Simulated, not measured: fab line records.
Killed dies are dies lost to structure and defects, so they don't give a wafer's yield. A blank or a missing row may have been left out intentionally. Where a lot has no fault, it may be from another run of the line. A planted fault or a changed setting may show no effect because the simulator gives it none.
fab line records | flow sky130
[record] lots = 6 wafers = 18 last_day = 50
route steps=708 shown METAL5@665 PAD_OPEN@708
lots with no fault: from the same line, run without faults
start_h: hours from the record's opening day to when the first of the lot's shown wafers began | wait_h: time in hours since the lot's previous step | " the same as in the row above | L1.1+2: a single row standing in for several wafers | - either no value or no given start | * or withheld: withheld | < > ~ a bound
route shown NAME@n: NAME is a module with steps in the file, n the number in the route of the first one | usual: mean and standard deviation over wafers with no fault | same: alike in all rows | chamber/n: place in a boat | sites: per-site readings | _std_site: the standard deviation of these | _edge_site: inner sites' mean taken away from outer sites' mean | radius_mm: for every site, how far away it sits from the centre of the wafer | mask NAME#n: copy n | behind: the tool/chamber that last shaped the wafer | hold: reason for holding the lot/hours on hold/outcome of the hold | device: whichever transistor did not switch (one of n, p or np) | end of line: tests run on the same wafers once the route is complete | for a step that has no rows: nothing shown but its recipe | killed: dies that structure and defects cost at the first sort, which is not the same as the wafer's yield | map: shows each die of a wafer: x if killed, . if not, _ if none is there
set.NAME: the setting that was run; set.NAME@STEP: the one run at that earlier step | model.NAME: the simulator's own value behind a step, which no gauge read
certain route steps with their lots: each step a table, each wafer a row
services: a tool's chamber out of use, with start hour (start_h, from the record's first day; less than 0 if before it), hours out, and reason
[[steps]]
[step SKY_METAL5_SPUTTER_04]
[recipe] material = TiN target_thk_nm = 70 power_w = 6500 time_s = 58.3 chamber_pressure_pa = 0.4
[usual] chamber_pressure_pa = 0.3999/0.00084 throttle_valve_pct = 30.2/0.83
// columns lot.wafer tool chamber start_h wait_h chamber_pressure_pa throttle_valve_pct
L354.2 pvd_sputter-03 - 1028.17 0.0 0.3987 30.6
L354.4 " - " " 0.4012 30.1
L354.6 " - " " 0.4005 30.1
L356.2 pvd_sputter-03 - 1053.94 0.0 0.3993 30.1
L356.5 " - " " 0.4001 30.6
L356.6 " - " " 0.4004 29.8
L367.1 pvd_sputter-01 - 1109.83 0.0 0.4016 31.3
L367.4 " - " " 0.4002 29.1
L367.5 " - " " 0.4021 31.1
L368.1 pvd_sputter-04 - 1116.33 0.0 0.3984 31.4
L368.4 " - " " 0.3989 30.1
L368.6 " - " " 0.3996 31.3
L371.1 pvd_sputter-01 - 1138.18 0.0 0.4005 30.4
L371.4 " - " " 0.4001 29.4
L371.5 " - " " 0.4000 31.7
L373.2 pvd_sputter-01 - 1141.31 0.0 0.4014 29.3
L373.5 " - " " 0.4011 31.3
L373.6 " - " " 0.4012 29.1
[step SKY_METAL5_RS_MEAS_05]
[recipe] thk_meas_gauge = four-point-probe reads = TiN_of_METAL5_SPUTTER_04+Ti_of_METAL5_SPUTTER_03+AlCu_of_METAL5_SPUTTER_02+TiN_of_METAL5_SPUTTER_01+Ti_of_METAL5_SPUTTER_00
[usual] METAL5_ALCU_RS = 0.02711/0.00029
// columns lot.wafer tool chamber start_h wait_h METAL5_ALCU_RS[ohm/sq]
L354.2 film_metro-01 - 1028.24 0.0 0.02666
L354.4 " - " " 0.02702
L354.6 " - " " 0.02649
L356.2 film_metro-01 - 1054.01 0.0 0.02743
L356.5 " - " " 0.02721
L356.6 " - " " 0.02756
L367.1 film_metro-03 - 1109.87 0.0 0.02706
L367.4 " - " " 0.0274
L367.5 " - " " 0.02722
L368.1 film_metro-04 - 1116.37 0.0 0.02752
L368.4 " - " " 0.0274
L368.6 " - " " 0.02773
L371.1 film_metro-03 - 1138.23 0.0 0.02712
L371.4 " - " " 0.0274
L371.5 " - " " 0.02705
L373.2 film_metro-04 - 1141.38 0.0 0.02754
L373.5 " - " " 0.027
L373.6 " - " " 0.02743
[step SKY_METAL5_THK_MEAS_06]
[recipe] thk_meas_gauge = xrf reads = AlCu_of_METAL5_SPUTTER_02
[usual] METAL5_ALCU_THK = 1178/15
// columns lot.wafer tool chamber start_h wait_h METAL5_ALCU_THK[nm]
L354.2 film_metro-01 - 1028.35 0.1 1189
L354.4 " - " " 1180
L354.6 " - " " 1197
L356.2 film_metro-01 - 1054.12 0.1 1164
L356.5 " - " " 1172
L356.6 " - " " 1149
L367.1 film_metro-03 - 1109.99 0.1 1179
L367.4 " - " " 1160
L367.5 " - " " 1167
L368.1 film_metro-04 - 1116.49 0.1 1165
L368.4 " - " " 1171
L368.6 " - " " 1156
L371.1 film_metro-03 - 1138.35 0.1 1170
L371.4 " - " " 1153
L371.5 " - " " 1171
L373.2 film_metro-04 - 1141.49 0.1 1172
L373.5 " - " " 1195
L373.6 " - " " 1174
[step SKY_METAL5_DEHYDRATE_07]
[recipe] temp_c = 200 time_s = 60
[step SKY_METAL5_HMDS_08]
[recipe] prime_time_s = 60 prime_temp_c = 120
[step SKY_METAL5_COAT_09]
[recipe] resist = NOVOLAK spin_rpm = 3000 resist_thk_nm = 1800
[step SKY_METAL5_SOFTBAKE_10]
[recipe] temp_c = 90 time_s = 60 resist = NOVOLAK
[step SKY_METAL5_EXPOSE_11]
[recipe] mask_id = MM5 na = 0.6 source_shape = conventional sigma_outer = 0.6 polarization = unpolarized target_cd_nm = 1600 dose_mj = 190
[step SKY_METAL5_PEB_12]
[recipe] temp_c = withheld time_s = * resist = NOVOLAK
[step SKY_METAL5_DEVELOP_13]
[recipe] resist = NOVOLAK developer = TMAH develop_time_s = 60 dev_temp_c = 23
[step SKY_METAL5_DESCUM_14]
[recipe] chemistry = O2 source_power_w = 150 bias_power_w = 0 pressure_mtorr = 10 temp_c = 40 time_s = 11
[usual] drypump_motor_current_A = 5.7/0.34 oes_product_au = 1.000/0.0094 rf_fwd_power_W = 147.4/0.83
// columns lot.wafer tool chamber start_h wait_h drypump_motor_current_A oes_product_au rf_fwd_power_W rf_hours_counter_h
L354.2 rie_metal-04 0 1050.77 0.1 6.2 0.997 148.8 -
L354.4 " 0 " " 6.2 0.993 148.4 -
L354.6 " 0 " " 6.2 1.004 148.1 -
L356.2 rie_metal-03 1 1075.41 0.1 5.6 1.007 147.4 19
L356.5 " 1 " " 5.6 1.012 146.7 -
L356.6 " 0 " " 5.6 0.986 146.0 -
L367.1 rie_metal-04 0 1128.99 0.1 6.2 1.009 146.7 21
L367.4 " 1 " " 5.5 0.995 148.1 -
L367.5 " 1 " " 5.5 1.006 148.3 -
L368.1 rie_metal-01 1 1135.56 0.1 5.2 1.017 147.8 21
L368.4 " 0 " " 5.1 1.011 147.0 -
L368.6 " 1 " " 5.2 1.019 147.1 -
L371.1 rie_metal-04 1 1156.16 0.1 5.5 0.991 147.4 7
L371.4 " 0 " " 6.2 1.003 147.6 -
L371.5 " 0 " " 6.2 1.006 147.6 -
L373.2 rie_metal-03 0 1159.04 0.1 5.6 0.997 146.6 23
L373.5 " 0 " " 5.6 0.988 146.1 -
L373.6 " 1 " " 5.6 0.999 148.2 -
[step SKY_METAL5_METAL_ETCH_15]
[recipe] target_depth_a = 12600 stop_on = SiO2 over_etch_frac = 0.2 time_s = 252 chemistry = Cl2/BCl3 resist_sidewall_deg = 86 pressure_mtorr = 10 icp_w = 900 bias_w = 48.5 Cl2_flow_sccm = 60 bcl3_flow_sccm = 30
[usual] drypump_motor_current_A = 5.7/0.34 oes_product_au = 0.894/0.0045 rf_fwd_power_W = 898.2/2.6 throttle_valve_pct = 22.263/0.0097
// columns lot.wafer tool chamber start_h wait_h drypump_motor_current_A oes_product_au rf_fwd_power_W rf_hours_counter_h throttle_valve_pct
L354.2 rie_metal-04 0 1050.91 0.1 6.2 0.891 895.4 - 22.245
L354.4 " 0 " " 6.2 0.897 900.2 - 22.280
L354.6 " 0 " " 6.2 0.887 898.4 - 22.264
L356.2 rie_metal-03 1 1075.45 0.0 5.6 0.895 898.0 19 22.265
L356.5 " 1 " " 5.6 0.892 900.1 - 22.282
L356.6 " 0 " " 5.6 0.904 896.6 - 22.277
L367.1 rie_metal-04 0 1129.02 0.0 6.2 0.894 900.1 21 22.266
L367.4 " 1 " " 5.5 0.896 899.7 - 22.265
L367.5 " 1 " " 5.5 0.894 902.1 - 22.264
L368.1 rie_metal-01 1 1135.60 0.0 5.3 0.896 899.3 21 22.252
L368.4 " 0 " " 5.1 0.899 896.6 - 22.278
L368.6 " 1 " " 5.2 0.891 896.2 - 22.263
L371.1 rie_metal-04 1 1156.20 0.0 5.5 0.893 894.8 7 22.277
L371.4 " 0 " " 6.2 0.902 899.4 - 22.255
L371.5 " 0 " " 6.2 0.889 895.5 - 22.264
L373.2 rie_metal-03 0 1159.08 0.0 5.6 0.890 898.0 23 22.267
L373.5 " 0 " " 5.6 0.888 890.4 - 22.236
L373.6 " 1 " " 5.6 0.901 895.4 - 22.276
[step SKY_METAL5_STRIP_16]
[recipe] chemistry = O2/N2 power_w = 1400 pressure_mtorr = 1500 platen_temp_c = withheld o2_flow_sccm = 3000 n2_flow_sccm = 300 overash_fraction = 0.5
[usual] drypump_motor_current_A = 5.6/0.66 oes_product_au = 0.710/0.0045 strip_time_to_endpoint_s = 13.03/0.12
// columns lot.wafer tool chamber start_h wait_h drypump_motor_current_A oes_product_au rf_hours_counter_h strip_time_to_endpoint_s
L354.2 plasma_asher-01 1 1051.30 0.3 5.0 0.715 52 13.09
L354.4 " 1 " " 5.0 0.719 - 13.10
L354.6 " 0 " " 4.9 0.716 - 13.08
L356.2 plasma_asher-02 1 1075.68 0.2 6.4 0.715 34 13.03
L356.5 " 1 " " 6.4 0.705 - 12.97
L356.6 " 0 " " 5.8 0.709 - 13.16
L367.1 plasma_asher-01 0 1129.26 0.2 4.8 0.759 60 11.95
L367.4 " 0 " " 4.8 0.755 - 11.98
L367.5 " 1 " " 5.0 0.711 - 13.10
L368.1 plasma_asher-02 1 1135.83 0.2 6.5 0.712 40 12.84
L368.4 " 1 " " 6.4 0.704 - 13.04
L368.6 " 1 " " 6.4 0.707 - 12.81
L371.1 plasma_asher-01 0 1156.43 0.2 4.8 0.761 63 12.03
L371.4 " 1 " " 5.0 0.705 - 13.05
L371.5 " 0 " " 4.8 0.767 - 11.92
L373.2 plasma_asher-02 0 1159.31 0.2 5.8 0.712 43 13.19
L373.5 " 0 " " 5.8 0.711 - 13.04
L373.6 " 1 " " 6.4 0.704 - 12.96
[step SKY_METAL5_STRIP_17]
[recipe] chemistry = post_etch_residue_remover time_s = 1200 temp_c = 72.5
[step SKY_PAD_OPEN_PROBE_99]
[usual] defect_limited_yield = 82.6/2.1 killed_at_M0_to_M3 = 42/7.6 killed_at_M4_up = 3.4/2 killed_at_contacts = 24/5.9 killed_at_front_end = 16/4.5 killed_at_other = 0.4/0.58 killed_dies = 86/10 killed_open = 47/7.6 killed_short = 39/6.7 sort_bin_3_pad_short = 0.9/0.42 sort_bin_5_function = 10.3/1.7 sort_bin_6_memory = 6.2/1.2 sort_n_pass = 406/10 sort_yield_pct = 82.6/2.1
[same] gross_dies = 492 killed_at_back_side = 0 sort_bin_4_leakage[%] = 0 sort_bin_8_speed[%] = 0
// columns lot.wafer tool chamber start_h wait_h defect_limited_yield[%] killed_at_M0_to_M3 killed_at_M4_up killed_at_contacts killed_at_front_end killed_at_other killed_dies killed_open killed_short sort_bin_3_pad_short[%] sort_bin_5_function[%] sort_bin_6_memory[%] sort_n_pass sort_yield_pct[%]
L354.2 prober-02 - 1096.83 0.1 81.1 41 2 30 19 1 93 46 46 0.4 12.6 5.9 399 81.1
L354.4 prober-02 - 1096.93 0.2 82.3 46 3 26 12 0 87 51 34 0.2 11.0 6.5 405 82.3
L354.6 prober-02 - 1097.03 0.2 78.7 41 8 31 24 1 105 54 47 1.4 12.8 7.1 387 78.7
L356.2 prober-02 - 1119.67 0.1 84.1 34 4 20 19 1 78 48 30 0.4 10.0 5.5 414 84.1
L356.5 prober-02 - 1119.82 0.2 81.7 46 3 24 17 0 90 49 41 1.0 10.0 7.3 402 81.7
L356.6 prober-02 - 1119.87 0.2 83.9 36 4 27 12 0 79 41 38 1.4 8.7 5.9 413 83.9
L367.1 prober-02 - 1168.93 0.1 83.7 45 2 22 11 0 80 49 31 1.0 9.6 5.7 412 83.7
L367.4 prober-02 - 1169.08 0.2 78.7 57 7 25 16 0 105 54 51 1.4 12.4 7.5 387 78.7
L367.5 prober-02 - 1169.13 0.2 83.9 37 2 28 12 0 79 47 32 0.4 10.4 5.3 413 83.9
L368.1 prober-02 - 1173.68 0.1 82.9 41 4 23 16 0 84 50 33 0.6 12.8 3.7 408 82.9
L368.4 prober-02 - 1173.83 0.2 81.3 47 5 28 11 1 92 44 46 0.6 10.6 7.5 400 81.3
L368.6 prober-02 - 1173.93 0.2 79.9 42 11 30 16 0 99 48 51 1.4 11.6 7.1 393 79.9
L371.1 prober-02 - 1193.23 0.1 78.0 58 3 31 16 0 108 55 53 1.4 12.0 8.5 384 78.0
L371.4 prober-02 - 1193.38 0.2 84.3 35 3 24 15 0 77 39 38 1.6 9.1 4.9 415 84.3
L371.5 prober-02 - 1193.43 0.2 82.5 49 0 30 6 1 86 54 31 0.2 9.6 7.7 406 82.5
L373.2 prober-02 - 1195.68 0.1 87.4 26 4 14 17 1 62 31 31 1.0 7.1 4.5 430 87.4
L373.5 prober-02 - 1195.83 0.2 81.3 48 2 31 10 1 92 50 41 0.8 12.2 5.7 400 81.3
L373.6 prober-02 - 1195.88 0.2 83.5 30 6 32 13 0 81 42 39 1.4 8.5 6.5 411 83.5
// killed by level:class
L354.2 LI_CONTACT:geometric_particle:open=12 VIA3:geometric_particle:open=9 VIA1:geometric_particle:open=8 METAL2:geometric_particle:short=6 LOCAL_INTERCONNECT:geometric_particle:short=6 POLY_GATE:geometric_particle:short=5 LI_CONTACT:geometric_particle:short=5 CONTACT:geometric_particle:open=5
L354.4 CONTACT:geometric_particle:open=11 VIA1:geometric_particle:open=10 VIA3:geometric_particle:open=8 VIA2:geometric_particle:open=6 LI_CONTACT:geometric_particle:open=5 CONTACT:geometric_particle:short=5 VIA3:geometric_particle:short=5 FIELD_ISO:geometric_particle:open=4
L354.6 CONTACT:geometric_particle:open=11 VIA1:geometric_particle:open=11 VIA3:geometric_particle:open=9 FIELD_ISO:geometric_particle:short=7 LOCAL_INTERCONNECT:geometric_particle:short=6 POLY_GATE:geometric_particle:short=5 POLY_GATE:geometric_particle:open=5 LI_CONTACT:geometric_particle:open=5
L356.2 CONTACT:geometric_particle:open=9 VIA1:geometric_particle:open=9 POLY_GATE:geometric_particle:open=8 VIA3:geometric_particle:open=7 FIELD_ISO:geometric_particle:open=6 CONTACT:geometric_particle:short=6 METAL4:geometric_particle:short=4 METAL1:geometric_particle:short=4
L356.5 VIA1:geometric_particle:open=12 VIA2:geometric_particle:open=11 CONTACT:geometric_particle:open=7 CONTACT:geometric_particle:short=6 METAL2:geometric_particle:short=6 FIELD_ISO:geometric_particle:open=5 VIA2:geometric_particle:short=5 LI_CONTACT:geometric_particle:open=5
L356.6 CONTACT:geometric_particle:open=13 METAL2:geometric_particle:short=7 VIA1:geometric_particle:open=7 LI_CONTACT:geometric_particle:open=6 POLY_GATE:geometric_particle:short=5 VIA1:geometric_particle:short=5 CONTACT:geometric_particle:short=4 FIELD_ISO:geometric_particle:open=3
L367.1 VIA3:geometric_particle:open=10 VIA1:geometric_particle:open=10 CONTACT:geometric_particle:open=8 LI_CONTACT:geometric_particle:open=7 VIA1:geometric_particle:short=5 METAL2:geometric_particle:short=5 VIA2:geometric_particle:open=5 POLY_GATE:geometric_particle:short=4
L367.4 VIA1:geometric_particle:open=12 VIA1:geometric_particle:short=9 VIA3:geometric_particle:open=9 CONTACT:geometric_particle:open=8 LI_CONTACT:geometric_particle:open=6 CONTACT:geometric_particle:short=5 METAL2:geometric_particle:short=5 VIA3:geometric_particle:short=5
L367.5 LI_CONTACT:geometric_particle:open=11 CONTACT:geometric_particle:open=9 VIA3:geometric_particle:open=6 METAL1:geometric_particle:short=5 VIA1:geometric_particle:open=5 FIELD_ISO:geometric_particle:short=4 FIELD_ISO:geometric_particle:open=4 VIA1:geometric_particle:short=4
L368.1 VIA1:geometric_particle:open=11 LI_CONTACT:geometric_particle:open=9 CONTACT:geometric_particle:open=8 METAL2:geometric_particle:short=6 VIA2:geometric_particle:open=6 METAL1:geometric_particle:short=5 POLY_GATE:geometric_particle:open=5 POLY_GATE:geometric_particle:short=5
L368.4 METAL2:geometric_particle:short=10 CONTACT:geometric_particle:open=8 VIA1:geometric_particle:open=8 LI_CONTACT:geometric_particle:open=7 LOCAL_INTERCONNECT:geometric_particle:short=7 VIA1:geometric_particle:short=6 VIA3:geometric_particle:short=5 METAL2:geometric_particle:open=4
L368.6 CONTACT:geometric_particle:open=11 VIA2:geometric_particle:open=9 METAL4:geometric_particle:short=7 POLY_GATE:geometric_particle:short=6 LI_CONTACT:geometric_particle:open=6 CONTACT:geometric_particle:short=6 VIA1:geometric_particle:open=6 LI_CONTACT:geometric_particle:short=5
L371.1 LI_CONTACT:geometric_particle:open=10 CONTACT:geometric_particle:open=10 VIA1:geometric_particle:open=10 VIA2:geometric_particle:open=8 METAL1:geometric_particle:short=8 FIELD_ISO:geometric_particle:short=6 VIA2:geometric_particle:short=6 VIA3:geometric_particle:open=6
L371.4 VIA3:geometric_particle:open=8 CONTACT:geometric_particle:open=7 CONTACT:geometric_particle:short=7 LI_CONTACT:geometric_particle:open=6 METAL1:geometric_particle:short=6 POLY_GATE:geometric_particle:short=4 VIA1:geometric_particle:open=4 VIA2:geometric_particle:short=4
L371.5 VIA1:geometric_particle:open=15 CONTACT:geometric_particle:open=12 VIA3:geometric_particle:open=10 CONTACT:geometric_particle:short=6 VIA2:geometric_particle:open=5 LI_CONTACT:geometric_particle:open=5 METAL2:geometric_particle:short=5 LI_CONTACT:geometric_particle:short=4
L373.2 LI_CONTACT:geometric_particle:open=8 METAL1:geometric_particle:short=5 FIELD_ISO:geometric_particle:short=4 POLY_GATE:geometric_particle:short=4 POLY_GATE:geometric_particle:open=4 VIA3:geometric_particle:open=4 METAL4:geometric_particle:short=4 CONTACT:geometric_particle:open=3
L373.5 VIA3:geometric_particle:open=10 CONTACT:geometric_particle:open=9 LI_CONTACT:geometric_particle:open=8 METAL1:geometric_particle:short=8 VIA1:geometric_particle:open=7 CONTACT:geometric_particle:short=6 LOCAL_INTERCONNECT:geometric_particle:short=6 VIA2:geometric_particle:open=5
L373.6 CONTACT:geometric_particle:short=9 LI_CONTACT:geometric_particle:open=8 POLY_GATE:geometric_particle:open=7 CONTACT:geometric_particle:open=7 VIA3:geometric_particle:open=6 LOCAL_INTERCONNECT:geometric_particle:short=6 METAL1:geometric_particle:short=6 METAL4:geometric_particle:short=4
[[services]]
// columns tool chamber start_h hours kind
rie_metal-01 0 1018.13 6.6 repair
rie_metal-04 1 1023.06 - clean
rie_metal-04 1 1023.06 29.1 scheduled_down
rie_metal-04 1 1023.06 29.1 vent_cycle
rie_metal-04 - 1028.83 5.8 repair
rie_metal-01 0 1059.14 10.0 repair
pvd_sputter-01 - 1060.07 2.2 repair
pvd_sputter-04 - 1061.34 1.2 repair
pvd_sputter-04 - 1079.67 4.5 repair
plasma_asher-02 - 1126.26 1.7 repair
plasma_asher-01 - 1158.31 2.3 repair
[[key]]
[first_sign] step = SKY_METAL5_STRIP_16 reading = oes_product_au direction = up sigmas = 11 usual = 0.710 struck = 0.761
[effect] step = SKY_METAL5_STRIP_16 reading = strip_time_to_endpoint_s direction = down sigmas = 9.2 usual = * struck = *
met_at SKY_METAL5_STRIP_16
struck_wafers L367.1,L367.4,L371.1,L371.5
onset_between 1051.30 1129.26
[fault] kind = process_parameter_drift tool = plasma_asher-01 chamber = 0 onset_h = 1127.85 steps = SKY_METAL5_STRIP_16 channel = power_w offset = * shape = step end_h = 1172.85 acts_in = * stated = *
